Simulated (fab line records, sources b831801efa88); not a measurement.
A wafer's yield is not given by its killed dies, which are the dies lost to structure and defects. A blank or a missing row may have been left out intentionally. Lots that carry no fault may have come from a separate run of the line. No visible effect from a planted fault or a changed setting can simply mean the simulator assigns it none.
Which tool was responsible? -- flow sky130 -- 39 wafers from 13 lots sampled at 2 of the route's 708 steps

== WHAT EACH GAUGE READ, for each wafer ==
The record lacks any reading of a measuring or inspecting step that a usual standard deviation could be used to judge.

== EACH LOT AND THE TOOL THAT RAN IT (in order: tool; ch and the chambers of the sampled wafers; start) ==
lot,SKY_FIELD_ISO_CVD_24,SKY_PAD_OPEN_PROBE_99
L630,"hdpcvd-02 ch 0,1,2, day 2 08:02",-
L631,"hdpcvd-01 ch 0,2, day 2 14:47",-
L632,"hdpcvd-01 ch 0,1,2, day 2 18:59",-
L633,"hdpcvd-01 ch 1,2, day 2 22:49",-
L634,"hdpcvd-02 ch 0,1,2, day 3 04:40",-
L635,"hdpcvd-01 ch 0,2, day 3 14:27",-
L639,"hdpcvd-01 ch 0,2, day 4 12:01",-
L640,"hdpcvd-02 ch 0,1,2, day 4 18:49","prober-01, day 48 19:04"
L642,"hdpcvd-02 ch 0,1,2, day 4 23:16","prober-02, day 49 00:23"
L643,"hdpcvd-01 ch 0,2, day 5 08:07",-
L645,"hdpcvd-01 ch 0,1, day 5 14:35",-
L646,"hdpcvd-01 ch 0,1,2, day 5 18:51",-
L651,"hdpcvd-01 ch 0,2, day 7 02:19",-
- SKY_FIELD_ISO_CVD_24: deposits SiO2, target thk 595 nm, time 99.2 s.
- SKY_PAD_OPEN_PROBE_99

== AS READ BY THE TOOLS THEMSELVES (means over the sampled wafers that have a number; for cases with no such wafer, the mark the record gives instead) ==
SKY_PAD_OPEN_PROBE_99. Usual: killed_at_M0_to_M3 43, standard deviation 6.8; killed_at_M4_up 3.0, standard deviation 1.8; killed at contacts 23, standard deviation 5.4; killed at front end 15, standard deviation 4.4; killed at other 0.3, standard deviation 0.51; killed dies 85, standard deviation 9.2; killed on rim 17, standard deviation 3.7; killed open 47, standard deviation 6.8; killed short 39, standard deviation 6.8.
lot,tool,killed_at_M0_to_M3,killed_at_M4_up,killed at contacts,killed at front end,killed at other,killed dies,killed on rim,killed open,killed short,flag
L640,prober-01,37,3.7,20,63,0.7,124,22,42,32,OFF
L642,prober-02,41,3.0,19,67,0.3,130,25,43,38,OFF

== THE ANSWER, worked out from the rows above alone ==
Rule: a lot counts as off when the mean over its wafers that have a number is more than 3 standard deviations away from the usual mean. A lot without any number at a reading at which 4 lots or more have one is off too. Any other lot the step has rows for is counted as sound. The gauges are gone through in route order, then the tools' own readings, and for those a lot's mean is taken as printed above. The first step at which some lot is off is used, and at that step the reading that is off furthest; a lot without a number counts as furthest.
Off: L640, L642, at SKY_PAD_OPEN_PROBE_99 (killed at front end). Neither off nor sound, because the step has no rows for them: L630, L631, L632, L633, L634, L635, L639, L643, L645, L646, L651.
If a tool, at that step or one of the process steps before it, ran each lot that is off and ran no sound lot following the first of them, it fits. One candidate fits, namely hdpcvd-02 at SKY_FIELD_ISO_CVD_24. It ran no sound lot before its first lot that is off in this sample, so the start can't be narrowed down.

== WHAT THE SIMULATOR HAD INSERTED ==
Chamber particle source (hdpcvd-02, SKY_FIELD_ISO_CVD_24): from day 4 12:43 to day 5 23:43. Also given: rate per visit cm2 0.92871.
Lots struck among those shown: L640, L642. The rule above reached the same finding.
